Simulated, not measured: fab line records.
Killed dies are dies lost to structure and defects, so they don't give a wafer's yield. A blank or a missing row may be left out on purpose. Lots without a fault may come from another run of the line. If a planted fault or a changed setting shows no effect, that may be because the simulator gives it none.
fab line records	flow gf180mcu
[record] lots = 24	wafers = 72	last_day = 34
route steps=602 shown V2@397 M4@462 V4@479 V5@563 PASSIVATION@590
lots untouched by any fault: they come from a run of this same line in which no faults occurred
start_h: the number of hours between the record's first day and the start of the first shown wafer of the lot	wait_h: time in hours since the lot's previous step	" unchanged from the row above	L1.1+2: a row that stands for several wafers	- either no value or no given start	* or withheld: withheld	< > ~ a bound
route shown NAME@n: names a module that has steps shown in the file, with the first one's number in the route	usual: mean and standard deviation over wafers with no fault	same: alike in all rows	chamber/n: place in a boat	sites: the reading at each site	_std_site: standard deviation across them	_edge_site: outer sites' mean less inner sites'	radius_mm: how far each site lies from the wafer's centre	mask NAME#n: copy n	behind: the most recent tool/chamber to have shaped the wafer	hold: why the lot was held/for how many hours/how that ended	device: names the non-switching transistor (n, p or np)	end of line: the tests these same wafers got at the end of their route	a step given without rows: its recipe and nothing more	killed: count of dies lost to structure and defects at first sort (not the wafer's yield)	map: a wafer's dies, x killed, . not, _ none there
set.NAME: the setting as run; set.NAME@STEP: as run at that earlier step	model.NAME: the simulator's own value behind a step, which no gauge read
a sample of lots followed through the steps of the route, with each step as a table and each wafer as a row
services: a tool's chamber out of use, with start hour (start_h, from the record's first day; less than 0 if before it), hours out, and reason
[[steps]]
[step GF_V2_OVL_MEAS_15]
[usual] V2_OVL = -1/5.8
lot.wafer	tool	chamber	start_h	wait_h	V2_OVL[nm]
L074.3	overlay-02	-	467.02	0.1	8
L074.5	"	-	"	"	6
L074.6	"	-	"	"	0
L075.2	overlay-01	-	471.35	0.1	11
L075.3	"	-	"	"	12
L075.5	"	-	"	"	10
L076.4	overlay-01	-	488.52	0.1	1
L076.5	"	-	"	"	4
L076.6	"	-	"	"	-1
L077.3	overlay-01	-	491.80	0.1	1
L077.5	"	-	"	"	2
L077.6	"	-	"	"	6
L078.1	overlay-01	-	502.44	0.1	2
L078.5	"	-	"	"	3
L078.6	"	-	"	"	0
L079.2	overlay-01	-	514.26	0.1	-5
L079.3	"	-	"	"	5
L079.4	"	-	"	"	-8
L080.1	overlay-01	-	522.00	0.1	-5
L080.2	"	-	"	"	-1
L080.3	"	-	"	"	-3
L081.2	overlay-01	-	531.96	0.1	0
L081.4	"	-	"	"	5
L081.6	"	-	"	"	0
L082.3	overlay-02	-	539.17	0.1	-5
L082.4	"	-	"	"	-10
L082.5	"	-	"	"	-8
L083.1	overlay-01	-	545.75	0.1	-3
L083.4	"	-	"	"	-2
L083.6	"	-	"	"	-5
L084.1	overlay-01	-	558.39	0.1	-6
L084.2	"	-	"	"	-8
L084.4	"	-	"	"	4
L085.2	overlay-01	-	562.54	0.1	-5
L085.3	"	-	"	"	-1
L085.5	"	-	"	"	-9
L086.1	overlay-02	-	572.89	0.1	2
L086.2	"	-	"	"	-6
L086.6	"	-	"	"	-6
L087.1	overlay-02	-	578.14	0.1	3
L087.3	"	-	"	"	-4
L087.4	"	-	"	"	-5
L088.2	overlay-02	-	585.59	0.1	8
L088.3	"	-	"	"	1
L088.5	"	-	"	"	13
L089.3	overlay-01	-	595.92	0.1	-3
L089.4	"	-	"	"	-8
L089.6	"	-	"	"	-7
L090.3	overlay-01	-	600.42	0.1	-1
L090.4	"	-	"	"	-4
L090.5	"	-	"	"	2
L091.2	overlay-02	-	606.74	0.1	0
L091.3	"	-	"	"	2
L091.6	"	-	"	"	6
L092.2	overlay-01	-	616.44	0.1	-2
L092.3	"	-	"	"	2
L092.5	"	-	"	"	-6
L093.1	overlay-02	-	622.38	0.1	4
L093.5	"	-	"	"	5
L093.6	"	-	"	"	-2
L094.1	overlay-02	-	629.23	0.1	7
L094.3	"	-	"	"	3
L094.5	"	-	"	"	11
L095.1	overlay-01	-	635.75	0.1	-8
L095.4	"	-	"	"	-7
L095.5	"	-	"	"	-6
L096.1	overlay-01	-	645.43	0.1	5
L096.3	"	-	"	"	1
L096.5	"	-	"	"	-4
L097.3	overlay-01	-	648.70	0.1	-7
L097.5	"	-	"	"	-5
L097.6	"	-	"	"	-9
[step GF_M4_THK_MEAS_06]
[recipe] thk_meas_gauge = xrf	reads = AlCu_of_M4_SPUTTER_02
[usual] M4_ALCU_THK = 447/6
lot.wafer	tool	chamber	start_h	wait_h	M4_ALCU_THK[nm]
L074.3	film_metro-04	-	519.69	0.1	445
L074.5	"	-	"	"	446
L074.6	"	-	"	"	450
L075.2	film_metro-03	-	523.85	0.1	452
L075.3	"	-	"	"	444
L075.5	"	-	"	"	451
L076.4	film_metro-04	-	540.78	0.1	446
L076.5	"	-	"	"	448
L076.6	"	-	"	"	448
L077.3	film_metro-01	-	543.92	0.1	444
L077.5	"	-	"	"	438
L077.6	"	-	"	"	441
L078.1	film_metro-01	-	552.87	0.1	439
L078.5	"	-	"	"	447
L078.6	"	-	"	"	438
L079.2	film_metro-04	-	564.61	0.1	452
L079.3	"	-	"	"	450
L079.4	"	-	"	"	458
L080.1	film_metro-03	-	571.99	0.1	448
L080.2	"	-	"	"	446
L080.3	"	-	"	"	452
L081.2	film_metro-03	-	582.62	0.1	439
L081.4	"	-	"	"	448
L081.6	"	-	"	"	445
L082.3	film_metro-01	-	587.91	0.1	441
L082.4	"	-	"	"	445
L082.5	"	-	"	"	441
L083.1	film_metro-01	-	594.40	0.1	442
L083.4	"	-	"	"	446
L083.6	"	-	"	"	442
L084.1	film_metro-03	-	605.55	0.1	447
L084.2	"	-	"	"	455
L084.4	"	-	"	"	453
L085.2	film_metro-01	-	610.18	0.1	444
L085.3	"	-	"	"	437
L085.5	"	-	"	"	440
L086.1	film_metro-01	-	619.76	0.1	450
L086.2	"	-	"	"	452
L086.6	"	-	"	"	455
L087.1	film_metro-03	-	625.92	0.1	444
L087.3	"	-	"	"	442
L087.4	"	-	"	"	439
L088.2	film_metro-01	-	632.28	0.1	440
L088.3	"	-	"	"	454
L088.5	"	-	"	"	450
L089.3	film_metro-04	-	642.52	0.1	448
L089.4	"	-	"	"	452
L089.6	"	-	"	"	439
L090.3	film_metro-01	-	646.14	0.1	446
L090.4	"	-	"	"	449
L090.5	"	-	"	"	441
L091.2	film_metro-03	-	652.67	0.1	450
L091.3	"	-	"	"	456
L091.6	"	-	"	"	456
L092.2	film_metro-03	-	662.17	0.1	449
L092.3	"	-	"	"	463
L092.5	"	-	"	"	448
L093.1	film_metro-01	-	666.50	0.1	447
L093.5	"	-	"	"	445
L093.6	"	-	"	"	451
L094.1	film_metro-03	-	673.98	0.1	443
L094.3	"	-	"	"	441
L094.5	"	-	"	"	441
L095.1	film_metro-04	-	680.42	0.1	445
L095.4	"	-	"	"	444
L095.5	"	-	"	"	444
L096.1	film_metro-04	-	689.08	0.1	460
L096.3	"	-	"	"	459
L096.5	"	-	"	"	453
L097.3	film_metro-04	-	693.35	0.1	442
L097.5	"	-	"	"	451
L097.6	"	-	"	"	451
[step GF_M4_METAL_ETCH_16]
[recipe] chemistry = Cl2/BCl3	mask_material = KrF	target_depth_nm = 627.5	stop_on = SiO2	pressure_mtorr = 8	icp_w = 800	bias_w = 140	Cl2_flow_sccm = 80	bcl3_flow_sccm = 40	time_s = 104.6
[usual] drypump_motor_current_A = 6.3/0.59	oes_product_au = 0.969/0.0067	throttle_valve_pct = 28.254/0.011
lot.wafer	tool	chamber	start_h	wait_h	drypump_motor_current_A	oes_product_au	rf_hours_counter_h	throttle_valve_pct
L074.3	rie_metal-04	1	542.58	0.1	6.7	0.969	-	28.256
L074.5	"	1	"	"	6.7	0.963	-	28.263
L074.6	"	0	"	"	5.2	0.967	-	28.262
L075.2	rie_metal-03	0	546.44	0.0	5.6	0.973	5.6	28.252
L075.3	"	1	"	"	6.7	0.958	-	28.274
L075.5	"	0	"	"	5.6	0.968	-	28.247
L076.4	rie_metal-01	0	562.79	0.0	6.8	0.961	-	28.258
L076.5	"	1	"	"	5.8	0.977	-	28.256
L076.6	"	0	"	"	6.8	0.969	-	28.251
L077.3	rie_metal-04	1	565.96	0.1	6.7	0.963	-	28.267
L077.5	"	0	"	"	5.2	0.958	-	28.245
L077.6	"	1	"	"	6.7	0.969	-	28.267
L078.1	rie_metal-01	1	574.15	0.0	5.8	0.969	10.2	28.256
L078.5	"	1	"	"	5.8	0.972	-	28.245
L078.6	"	0	"	"	6.8	0.965	-	28.252
L079.2	rie_metal-04	0	586.50	0.0	5.2	0.962	11.0	28.242
L079.3	"	0	"	"	5.2	0.977	-	28.267
L079.4	"	1	"	"	6.7	0.973	-	28.247
L080.1	rie_metal-04	1	593.22	0.0	6.7	0.973	9.7	28.251
L080.2	"	0	"	"	5.3	0.968	11.1	28.261
L080.3	"	0	"	"	5.2	0.965	-	28.255
L081.2	rie_metal-04	1	603.44	0.1	6.7	0.957	-	28.275
L081.4	"	1	"	"	6.7	0.961	-	28.248
L081.6	"	1	"	"	6.7	0.966	-	28.278
L082.3	rie_metal-04	1	609.78	0.1	6.7	0.959	-	28.259
L082.4	"	1	"	"	6.7	0.976	-	28.240
L082.5	"	1	"	"	6.7	0.964	-	28.266
L083.1	rie_metal-03	0	614.99	0.0	5.6	0.970	7.5	28.261
L083.4	"	1	"	"	6.7	0.971	-	28.247
L083.6	"	0	"	"	5.6	0.954	-	28.264
L084.1	rie_metal-01	1	625.79	0.0	5.8	0.970	11.8	28.254
L084.2	"	0	"	"	6.8	0.972	6.7	28.240
L084.4	"	0	"	"	6.8	0.970	-	28.236
L085.2	rie_metal-04	1	630.26	0.1	6.7	0.972	-	28.252
L085.3	"	1	"	"	6.7	0.961	-	28.257
L085.5	"	1	"	"	6.7	0.969	-	28.264
L086.1	rie_metal-04	1	640.24	0.0	6.7	0.960	12.1	28.256
L086.2	"	1	"	"	6.7	0.986	-	28.229
L086.6	"	1	"	"	6.7	0.975	-	28.246
L087.1	rie_metal-04	0	646.12	0.0	5.2	0.964	0.0	28.268
L087.3	"	0	"	"	5.2	0.968	-	28.257
L087.4	"	0	"	"	5.2	0.968	-	28.269
L088.2	rie_metal-01	1	652.84	0.0	5.8	0.967	12.8	28.251
L088.3	"	1	"	"	5.8	0.976	-	28.264
L088.5	"	0	"	"	6.7	0.973	-	28.241
L089.3	rie_metal-01	0	662.64	0.1	6.8	0.973	-	28.264
L089.4	"	1	"	"	5.8	0.979	-	28.241
L089.6	"	1	"	"	5.8	0.955	-	28.256
L090.3	rie_metal-01	0	665.63	0.1	6.8	0.971	-	28.242
L090.4	"	1	"	"	5.8	0.972	-	28.254
L090.5	"	0	"	"	6.7	0.962	-	28.252
L091.2	rie_metal-03	0	672.45	0.0	5.6	0.968	8.9	28.258
L091.3	"	1	"	"	6.7	0.972	-	28.260
L091.6	"	0	"	"	5.6	0.971	-	28.251
L092.2	rie_metal-03	0	681.35	0.0	5.6	0.959	9.2	28.257
L092.3	"	0	"	"	5.6	0.976	-	28.248
L092.5	"	1	"	"	6.7	0.964	-	28.258
L093.1	rie_metal-01	0	686.25	0.0	6.7	0.973	9.3	28.245
L093.5	"	0	"	"	6.7	0.975	-	28.255
L093.6	"	0	"	"	6.7	0.979	-	28.248
L094.1	rie_metal-01	1	693.47	0.0	5.8	0.971	14.1	28.271
L094.3	"	1	"	"	5.9	0.955	-	28.237
L094.5	"	0	"	"	6.8	0.969	-	28.254
L095.1	rie_metal-03	1	699.77	0.0	6.7	0.968	12.3	28.259
L095.4	"	1	"	"	6.6	0.964	-	28.257
L095.5	"	1	"	"	6.7	0.962	-	28.265
L096.1	rie_metal-01	0	708.05	0.0	6.8	0.982	10.7	28.233
L096.3	"	0	"	"	6.8	0.978	-	28.236
L096.5	"	0	"	"	6.8	0.963	-	28.230
L097.3	rie_metal-03	0	711.91	0.1	5.6	0.968	-	28.253
L097.5	"	1	"	"	6.7	0.964	-	28.239
L097.6	"	0	"	"	5.6	0.972	-	28.274
[step GF_V4_THK_MEAS_03]
[recipe] reads = SiO2_of_V4_CVD_02
[usual] V4_CVD_02_THK = 852/10
lot.wafer	tool	chamber	start_h	wait_h	V4_CVD_02_THK[nm]
L074.3	film_metro-04	-	543.76	0.1	845
L074.5	"	-	"	"	864
L074.6	"	-	"	"	865
L075.2	film_metro-04	-	547.30	0.0	854
L075.3	"	-	"	"	837
L075.5	"	-	"	"	856
L076.4	film_metro-03	-	563.63	0.0	869
L076.5	"	-	"	"	857
L076.6	"	-	"	"	847
L077.3	film_metro-02	-	567.19	0.1	857
L077.5	"	-	"	"	867
L077.6	"	-	"	"	862
L078.1	film_metro-02	-	575.04	0.0	841
L078.5	"	-	"	"	853
L078.6	"	-	"	"	856
L079.2	film_metro-03	-	587.36	0.0	846
L079.3	"	-	"	"	852
L079.4	"	-	"	"	857
L080.1	film_metro-03	-	594.07	0.0	839
L080.2	"	-	"	"	843
L080.3	"	-	"	"	847
L081.2	film_metro-02	-	604.37	0.0	846
L081.4	"	-	"	"	859
L081.6	"	-	"	"	855
L082.3	film_metro-04	-	610.68	0.1	847
L082.4	"	-	"	"	855
L082.5	"	-	"	"	868
L083.1	film_metro-02	-	615.84	0.0	852
L083.4	"	-	"	"	875
L083.6	"	-	"	"	875
L084.1	film_metro-03	-	626.64	0.0	855
L084.2	"	-	"	"	860
L084.4	"	-	"	"	868
L085.2	film_metro-02	-	631.19	0.0	852
L085.3	"	-	"	"	835
L085.5	"	-	"	"	848
L086.1	film_metro-04	-	641.20	0.0	854
L086.2	"	-	"	"	849
L086.6	"	-	"	"	863
L087.1	film_metro-03	-	647.08	0.0	853
L087.3	"	-	"	"	855
L087.4	"	-	"	"	871
L088.2	film_metro-04	-	654.10	0.0	843
L088.3	"	-	"	"	849
L088.5	"	-	"	"	860
L089.3	film_metro-03	-	663.47	0.1	846
L089.4	"	-	"	"	848
L089.6	"	-	"	"	858
L090.3	film_metro-02	-	666.49	0.1	844
L090.4	"	-	"	"	858
L090.5	"	-	"	"	857
L091.2	film_metro-03	-	673.59	0.2	837
L091.3	"	-	"	"	842
L091.6	"	-	"	"	851
L092.2	film_metro-03	-	682.21	0.0	840
L092.3	"	-	"	"	843
L092.5	"	-	"	"	847
L093.1	film_metro-04	-	687.21	0.0	846
L093.5	"	-	"	"	855
L093.6	"	-	"	"	848
L094.1	film_metro-03	-	694.32	0.0	838
L094.3	"	-	"	"	839
L094.5	"	-	"	"	852
L095.1	film_metro-04	-	700.62	0.0	850
L095.4	"	-	"	"	857
L095.5	"	-	"	"	861
L096.1	film_metro-03	-	709.03	0.1	834
L096.3	"	-	"	"	837
L096.5	"	-	"	"	861
L097.3	film_metro-02	-	712.74	0.1	844
L097.5	"	-	"	"	861
L097.6	"	-	"	"	848
[step GF_V5_CVD_23]
[recipe] material = W	target_thk_nm = 350	time_s = 104.9	temp_c = 400	pressure_torr = 40
[usual] heater_power_w = 888/120
lot.wafer	tool	chamber	start_h	wait_h	heater_power_w
L074.3	cvd_w-02	1	634.59	0.1	898
L074.5	"	0	"	"	1048
L074.6	"	1	"	"	915
L075.2	cvd_w-01	1	637.19	0.0	880
L075.3	"	1	"	"	857
L075.5	"	1	"	"	886
L076.4	cvd_w-02	0	651.79	0.0	1023
L076.5	"	0	"	"	1047
L076.6	"	1	"	"	919
L077.3	cvd_w-01	1	655.57	0.1	891
L077.5	"	0	"	"	687
L077.6	"	1	"	"	879
L078.1	cvd_w-02	0	663.81	0.0	1042
L078.5	"	0	"	"	1040
L078.6	"	1	"	"	894
L079.2	cvd_w-02	0	674.43	0.0	1052
L079.3	"	1	"	"	894
L079.4	"	0	"	"	1057
L080.1	cvd_w-02	0	680.76	0.0	1054
L080.2	"	1	"	"	900
L080.3	"	1	"	"	906
L081.2	cvd_w-02	1	688.64	0.0	867
L081.4	"	0	"	"	1036
L081.6	"	0	"	"	1040
L082.3	cvd_w-01	1	694.64	0.1	878
L082.4	"	0	"	"	687
L082.5	"	0	"	"	699
L083.1	cvd_w-02	1	700.52	0.0	917
L083.4	"	0	"	"	1031
L083.6	"	0	"	"	1059
L084.1	cvd_w-01	0	709.77	0.0	682
L084.2	"	1	"	"	874
L084.4	"	1	"	"	895
L085.2	cvd_w-02	1	713.82	0.0	884
L085.3	"	1	"	"	888
L085.5	"	1	"	"	856
L086.1	cvd_w-02	1	723.57	0.0	930
L086.2	"	0	"	"	1029
L086.6	"	1	"	"	918
L087.1	cvd_w-01	0	728.01	0.0	682
L087.3	"	1	"	"	881
L087.4	"	0	"	"	699
L088.2	cvd_w-02	1	734.59	0.0	904
L088.3	"	1	"	"	894
L088.5	"	1	"	"	897
L089.3	cvd_w-01	0	742.29	0.1	693
L089.4	"	1	"	"	876
L089.6	"	0	"	"	697
L090.3	cvd_w-02	0	745.76	0.1	1058
L090.4	"	1	"	"	912
L090.5	"	0	"	"	1045
L091.2	cvd_w-02	0	752.89	0.0	1062
L091.3	"	0	"	"	1076
L091.6	"	1	"	"	903
L092.2	cvd_w-01	0	760.04	0.2	700
L092.3	"	0	"	"	674
L092.5	"	0	"	"	705
L093.1	cvd_w-02	1	764.76	0.0	945
L093.5	"	1	"	"	910
L093.6	"	0	"	"	1071
L094.1	cvd_w-01	0	770.31	0.0	701
L094.3	"	1	"	"	884
L094.5	"	0	"	"	699
L095.1	cvd_w-01	1	775.05	0.0	883
L095.4	"	1	"	"	895
L095.5	"	0	"	"	693
L096.1	cvd_w-01	1	782.58	0.0	866
L096.3	"	0	"	"	690
L096.5	"	1	"	"	902
L097.3	cvd_w-01	1	784.35	0.1	883
L097.5	"	1	"	"	850
L097.6	"	0	"	"	701
[step GF_PASSIVATION_THK_MEAS_03]
[recipe] reads = Si3N4_of_PASSIVATION_CVD_02
[usual] PASSIVATION_CVD_02_THK = 699/10
lot.wafer	tool	chamber	start_h	wait_h	PASSIVATION_CVD_02_THK[nm]
L074.3	film_metro-04	-	656.55	0.2	710
L074.5	"	-	"	"	711
L074.6	"	-	"	"	726
L075.2	film_metro-03	-	659.43	0.2	704
L075.3	"	-	"	"	697
L075.5	"	-	"	"	701
L076.4	film_metro-03	-	674.07	0.1	712
L076.5	"	-	"	"	705
L076.6	"	-	"	"	708
L077.3	film_metro-04	-	677.09	0.2	692
L077.5	"	-	"	"	701
L077.6	"	-	"	"	702
L078.1	film_metro-04	-	685.98	0.1	694
L078.5	"	-	"	"	706
L078.6	"	-	"	"	704
L079.2	film_metro-04	-	695.20	0.2	691
L079.3	"	-	"	"	691
L079.4	"	-	"	"	703
L080.1	film_metro-04	-	702.60	0.3	685
L080.2	"	-	"	"	674
L080.3	"	-	"	"	693
L081.2	film_metro-02	-	709.66	0.2	699
L081.4	"	-	"	"	709
L081.6	"	-	"	"	707
L082.3	film_metro-02	-	716.33	0.2	699
L082.4	"	-	"	"	703
L082.5	"	-	"	"	713
L083.1	film_metro-02	-	720.57	0.1	687
L083.4	"	-	"	"	711
L083.6	"	-	"	"	707
L084.1	film_metro-02	-	730.83	0.1	688
L084.2	"	-	"	"	690
L084.4	"	-	"	"	708
L085.2	film_metro-03	-	734.07	0.2	687
L085.3	"	-	"	"	685
L085.5	"	-	"	"	684
L086.1	film_metro-02	-	743.77	0.1	689
L086.2	"	-	"	"	699
L086.6	"	-	"	"	709
L087.1	film_metro-02	-	747.58	0.1	685
L087.3	"	-	"	"	687
L087.4	"	-	"	"	707
L088.2	film_metro-02	-	754.09	0.2	702
L088.3	"	-	"	"	708
L088.5	"	-	"	"	709
L089.3	film_metro-03	-	761.40	0.2	683
L089.4	"	-	"	"	695
L089.6	"	-	"	"	700
L090.3	film_metro-04	-	764.05	0.2	687
L090.4	"	-	"	"	701
L090.5	"	-	"	"	698
L091.2	film_metro-02	-	771.46	0.2	686
L091.3	"	-	"	"	694
L091.6	"	-	"	"	694
L092.2	film_metro-04	-	778.10	0.2	688
L092.3	"	-	"	"	709
L092.5	"	-	"	"	710
L093.1	film_metro-02	-	782.60	0.1	697
L093.5	"	-	"	"	704
L093.6	"	-	"	"	710
L094.1	film_metro-04	-	786.78	0.1	689
L094.3	"	-	"	"	695
L094.5	"	-	"	"	707
L095.1	film_metro-04	-	792.86	0.1	692
L095.4	"	-	"	"	717
L095.5	"	-	"	"	714
L096.1	film_metro-03	-	800.58	0.1	693
L096.3	"	-	"	"	684
L096.5	"	-	"	"	703
L097.3	film_metro-04	-	801.40	0.2	700
L097.5	"	-	"	"	704
L097.6	"	-	"	"	710
[[services]]
tool	chamber	start_h	hours	kind
cvd_w-02	-	521.01	0.5	repair
cvd_w-01	-	556.97	1.2	repair
rie_metal-04	0	598.58	16.1	repair
cvd_w-01	0	602.49	3.1	repair
rie_metal-04	0	614.67	-	clean
rie_metal-04	0	614.67	30.9	scheduled_down
rie_metal-04	0	614.67	30.9	vent_cycle
rie_metal-04	1	645.55	-	clean
rie_metal-04	1	645.55	9.0	scheduled_down
rie_metal-04	1	645.55	9.0	vent_cycle
rie_metal-03	0	650.02	5.5	repair
cvd_w-01	1	656.23	2.4	repair
cvd_w-01	-	661.78	9.1	repair
rie_metal-01	1	683.06	4.3	repair
rie_metal-01	1	694.90	-	clean
rie_metal-01	1	694.90	15.9	scheduled_down
rie_metal-01	1	694.90	15.9	vent_cycle
cvd_w-02	-	730.69	1.5	repair
rie_metal-04	-	756.53	1.4	pm
cvd_w-02	-	759.02	1.3	repair
cvd_w-02	-	771.77	4.9	repair
rie_metal-03	1	776.70	-	clean
rie_metal-03	1	776.70	30.4	scheduled_down
rie_metal-03	1	776.70	30.4	vent_cycle
[[key]]
fault none
